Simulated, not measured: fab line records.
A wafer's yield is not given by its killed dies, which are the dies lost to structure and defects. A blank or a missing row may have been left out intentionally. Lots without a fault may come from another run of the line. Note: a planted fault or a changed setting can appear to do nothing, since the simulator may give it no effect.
Struck lot and sound lot, side by side || flow gf180mcu || 15 steps out of a route of 602
Sound: the wafers L753.2, L753.4, L753.5. Struck: wafer L744.3. (L744.6 of the same lot was not struck and is left out.) The cause comes at the end.
Per side, at each step with rows, come the tool, then ch with its chambers, and then its first start. Under that, the readings that differ: sound wafers || struck wafers || difference of the means || sigmas: that difference in standard deviations of wafers without a fault.
alike: readings with means less than 2 such deviations apart, plus words and numbers identical on both sides. not compared: withheld readings, readings lacking a value on some wafer, bounds such as >300 that could conceal the same value, and numbers that have no deviation in the record and whose values overlap.
The two part at a step that has a row with sigmas, a row that says differs or no value, or rows on one side only. When numbers do not overlap yet have no deviation, they are printed without sigmas and do not part them. Lack of a reading on every wafer of one side parts them only where that side has two or more wafers.

GF_HV_LDD_CD_MEAS_46: the cd target is 400 nm.
  sound: cd sem-02 at day 19 04:13; struck: cd sem-02 at day 16 20:52
  alike: cd nm
GF_HV_LDD_OVL_MEAS_47:
  sound: overlay-02 at day 19 04:19; struck: overlay-02 at day 16 20:57
  alike: HV_LDD_03_OVL
next, for these wafers, 1 step has no rows: GF_HV_LDD_IMPLANT_48.
GF_HV_LDD_STRIP_49: strips in O2/N2.
  sound on plasma asher-03 ch 0,1, day 19 04:30; struck on plasma asher-02 ch 0, day 16 21:10
{"reading": "drypump motor current A (A)", "sound": "4.7 4.9 4.9", "struck": 6.7, "difference": "+1.9", "sigmas": "+3"}
  alike: heater power w, n2 flow sccm, oes product au, strip time to endpoint s
  not compared: rf hours counter h
GF_HV_LDD_TW_MEAS_50:
  sound: film metro-04 at day 19 04:37; struck: film metro-03 at day 16 21:14
  alike: HV_LDD_4_TW
then, 1 step without rows for these wafers: GF_HV_LDD_CLEAN_51 (cleans in SC1/SC2, time 150 s).
GF_HV_LDD_RTA_52: time 10 s.
  sound on rtp anneal-01 ch 0, day 19 04:44; struck on rtp anneal-01 ch 0, day 16 21:22
  alike: anneal temp c max, lamp power pct, wafer_temp_C_max
GF_HV_LDD_RS_MEAS_53: a four-point-probe measurement.
  sound: film metro-01 at day 19 04:52; struck: film metro-03 at day 16 21:26
  alike: HV_LDD_RS
then, 1 step without rows for these wafers: GF_HV_LDD_CVD_54 (deposits SiO2 from TEOS, target thk 10 nm, time 75 s).
GF_HV_LDD_THK_MEAS_55:
  sound: film metro-01 at day 19 06:00; struck: film metro-03 at day 16 22:34
{"reading": "HV_LDD_CVD_54_THK (nm)", "sound": "10.02 10.02 9.92", "struck": 10.37, "difference": "+0.38", "sigmas": "+3"}
then, 1 step without rows for these wafers: GF_HV_LDD_CVD_56 (deposits Si3N4 from DCS/NH3, target thk 90 nm, time 1543 s).
GF_HV_LDD_THK_MEAS_57:
  sound: film metro-01 at day 19 07:29; struck: film metro-01 at day 17 01:13
  alike: HV_LDD_CVD_56_THK
GF_HV_LDD_ETCHBACK_58: etches Si3N4 in CH3F/O2, stops on SiO2, time 100 s, target depth 90 nm.
  sound on rie diel-03 ch 0,2,3, day 19 07:32; struck on rie diel-03 ch 2, day 17 01:16
{"reading": "oes product au (a.u.)", "sound": "0.839 0.843 0.841", "struck": 0.986, "difference": "+0.145", "sigmas": "+23"}
{"reading": "run length s (s)", "sound": "128.5 129.5 128.1", "struck": 102.8, "difference": -25.9, "sigmas": -43}
{"reading": "model.SiO2_of_HV_LDD_CVD_54.thk nm (nm)", "sound": "7.583 7.547 7.468", "struck": 8.56, "difference": "+1.03", "sigmas": ""}
  alike: drypump motor current A, throttle valve pct
  not compared: rf fwd power W, rf hours counter h
then, 1 step without rows for these wafers: GF_NSD_DEHYDRATE_00 (time 60 s).
-- the record jumps here: 16 days lie between the struck wafers' starts before and after (it left off in module NSD and takes up again in module PASSIVATION, whose first step shown is number 602 of the route) --
GF_PASSIVATION_PROBE_99:
  the record has rows for the struck wafers here (prober-01, day 32 22:33) and none for the sound ones

## WHERE THEY PART
Earliest at GF_HV_LDD_STRIP_49; latest, in this record, at GF_PASSIVATION_PROBE_99.

WHY: whatever the simulator had introduced
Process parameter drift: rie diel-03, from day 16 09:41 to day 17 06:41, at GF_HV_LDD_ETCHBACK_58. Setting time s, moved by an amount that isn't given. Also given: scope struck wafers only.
